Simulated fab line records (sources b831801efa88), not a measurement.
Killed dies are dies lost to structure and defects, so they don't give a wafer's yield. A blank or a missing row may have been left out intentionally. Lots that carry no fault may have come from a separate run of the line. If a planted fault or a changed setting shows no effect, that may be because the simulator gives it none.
Which of the tools did it? ; flow sky130 ; 13 lots with 39 wafers sampled at 5 steps, on a route of 708 steps

## WHAT EACH GAUGE READ, for each wafer
SKY_FIELD_ISO_CD_MEAS_13 targets a cd of 150 nm.
lot;measured;on;cd-nm (nm)
L980;day 2 05:02;cd-sem-01;150.0 149.7 150.9
L981;day 2 08:25;cd-sem-02;151.3 149.7 149.3
L982;day 2 14:02;cd-sem-01;151.7 152.6 152.1
L983;day 2 22:06;cd-sem-01;150.9 149.6 150.7
L984;day 3 01:23;cd-sem-02;148.8 148.8 149.5
L985;day 3 08:02;cd-sem-01;151.8 150.9 152.0
L986;day 3 18:17;cd-sem-01;149.8 150.5 149.7
L987;day 3 21:23;cd-sem-02;149.2 149.9 150.0
L988;day 3 22:59;cd-sem-01;151.3 151.3 151.9
L990;day 4 09:10;cd-sem-02;150.7 151.4 151.9
L991;day 4 14:29;cd-sem-02;150.4 152.3 152.1
L101;day 6 20:32;cd-sem-02;152.8 152.7 154.5
L103;day 7 06:26;cd-sem-01;147.8 149.7 149.1

SKY_NWELL_OVL_MEAS_10.
lot;measured;on;NWELL_00_OVL (nm)
L980;day 4 12:14;overlay-02;2.2 1.8 0.3
L981;day 5 00:26;overlay-02;1.5 1.2 1.4
L982;day 5 06:13;overlay-01;-1.3 0.8 -0.6
L983;day 5 11:38;overlay-02;-0.8 0.1 1.0
L984;day 5 12:14;overlay-01;-1.7 -1.4 0.1
L985;day 5 16:08;overlay-01;-1.1 -1.6 -1.0
L986;day 6 04:35;overlay-02;-3.5 -4.8 -1.6
L987;day 6 09:23;overlay-01;-0.3 1.2 0.7
L988;day 6 10:32;overlay-02;-0.3 -0.2 1.1
L990;day 7 01:50;overlay-02;0.1 0.6 0.9
L991;day 7 13:36;overlay-01;-0.4 1.7 1.4
L101;day 9 15:14;overlay-02;-0.9 2.3 -0.8
L103;day 10 08:35;overlay-01;0.3 0.5 -0.1

SKY_VT_ADJUST_LVTN_OVL_MEAS_07.
lot;measured;on;VT_ADJUST_LVTN_OVL (nm)
L980;day 6 18:20;overlay-02;1.9 0.4 3.1
L981;day 7 14:55;overlay-02;-0.2 -2.1 -0.7
L982;day 7 15:28;overlay-01;1.7 -2.2 1.4
L983;day 7 19:35;overlay-02;1.4 1.3 1.5
L984;day 7 20:08;overlay-02;1.7 -1.4 0.5
L985;day 8 00:46;overlay-01;2.1 -0.6 3.0
L986;day 8 16:07;overlay-02;-0.6 0.1 -2.0
L987;day 9 00:01;overlay-02;0.0 1.4 1.8
L988;day 9 00:38;overlay-01;1.5 1.8 0.3
L990;day 9 16:10;overlay-02;1.2 0.1 1.7
L991;day 10 05:23;overlay-02;1.3 2.3 1.7
L101;day 12 14:26;overlay-02;- - -
L103;day 13 09:20;overlay-02;- - -

## EACH LOT AND THE TOOL THAT RAN IT (in order: tool; ch and the chambers of the sampled wafers; start)
lot;SKY_NWELL_STRIP_25;SKY_VT_ADJUST_LVTN_DEVELOP_06
L980;plasma-asher-04 ch 0,1, day 5 06:07;litho-track-01 ch 0, day 6 18:00
L981;plasma-asher-03 ch 0,1, day 5 19:34;litho-track-04 ch 0, day 7 14:00
L982;plasma-asher-04 ch 0,1, day 6 00:37;litho-track-02 ch 0, day 7 15:00
L983;plasma-asher-02 ch 0,1, day 6 05:28;litho-track-04 ch 0, day 7 19:00
L984;plasma-asher-03 ch 0,1, day 6 05:46;litho-track-01 ch 0, day 7 19:00
L985;plasma-asher-03 ch 0,1, day 6 08:40;litho-track-04 ch 0, day 8 00:00
L986;plasma-asher-03 ch 1, day 7 00:13;litho-track-02 ch 0, day 8 15:00
L987;plasma-asher-03 ch 1, day 7 06:40;litho-track-02 ch 0, day 8 23:00
L988;plasma-asher-03 ch 0,1, day 7 07:10;litho-track-04 ch 0, day 9 00:00
L990;plasma-asher-03 ch 0,1, day 7 20:58;litho-track-04 ch 0, day 9 16:00
L991;plasma-asher-02 ch 0,1, day 8 09:32;litho-track-04 ch 0, day 10 05:00
L101;plasma-asher-02 ch 0,1, day 10 14:10;litho-track-01 ch 0, day 12 14:00
L103;plasma-asher-04 ch 0,1, day 11 08:02;litho-track-01 ch 0, day 13 09:00
- SKY_NWELL_STRIP_25: strips in O2/N2.
- SKY_VT_ADJUST_LVTN_DEVELOP_06: develop time 60 s.

## WHAT THE TOOLS THEMSELVES READ (means of the sampled wafers that have a number; where no wafer has one, the mark that the record gives instead)
SKY_NWELL_STRIP_25.
lot;tool;drypump-motor-current-A (A);oes-product-au (a.u.);strip-time-to-endpoint-s (s)
L980;plasma-asher-04;5.3;0.721;36.97
L981;plasma-asher-03;6.2;0.721;36.94
L982;plasma-asher-04;5.6;0.720;36.96
L983;plasma-asher-02;5.5;0.721;36.93
L984;plasma-asher-03;5.9;0.723;36.87
L985;plasma-asher-03;5.9;0.722;36.76
L986;plasma-asher-03;5.6;0.726;36.88
L987;plasma-asher-03;5.6;0.722;37.05
L988;plasma-asher-03;6.2;0.719;36.79
L990;plasma-asher-03;6.2;0.724;36.98
L991;plasma-asher-02;5.5;0.726;36.79
L101;plasma-asher-02;5.7;0.725;36.90
L103;plasma-asher-04;5.3;0.720;37.02

## THE ANSWER, worked out from the rows above alone
Rule: the usual values come from the lots themselves. The widest of any qualifying gaps counts: lots, ordered by their means at a reading, are off when they make up no more than a third of the lots, leave a main group of 4 or more, and stand apart from it by 3 or more times the standard deviation of that group's means. A main group is skipped when, at the precision printed for the reading in the tables above, its means are all equal. A lot without any number at a reading at which 4 lots or more have one is off too. The other lots that the step has rows for count as sound. After the gauges, taken in route order, come the tools' own readings; for these a lot's mean is taken, as printed above. The first step at which some lot is off is used, and at that step the reading that is off furthest; a lot without a number counts as furthest.
Off: L101, L103, seen at SKY_VT_ADJUST_LVTN_OVL_MEAS_07 (VT_ADJUST_LVTN_OVL). Without a number there: L101, L103. Mean 0.8 nm and standard deviation 0.93 in the main group.
A tool fits if, at a process step before that reading, it ran every lot that is off, and no sound lot after the first of them. Those tools and the gauges at SKY_VT_ADJUST_LVTN_OVL_MEAS_07 are tried in the same way. Can't be told from this: 2 tools fit, litho-track-01 at SKY_VT_ADJUST_LVTN_DEVELOP_06, overlay-02 at SKY_VT_ADJUST_LVTN_OVL_MEAS_07.

## WHAT WAS PUT IN BY THE SIMULATOR
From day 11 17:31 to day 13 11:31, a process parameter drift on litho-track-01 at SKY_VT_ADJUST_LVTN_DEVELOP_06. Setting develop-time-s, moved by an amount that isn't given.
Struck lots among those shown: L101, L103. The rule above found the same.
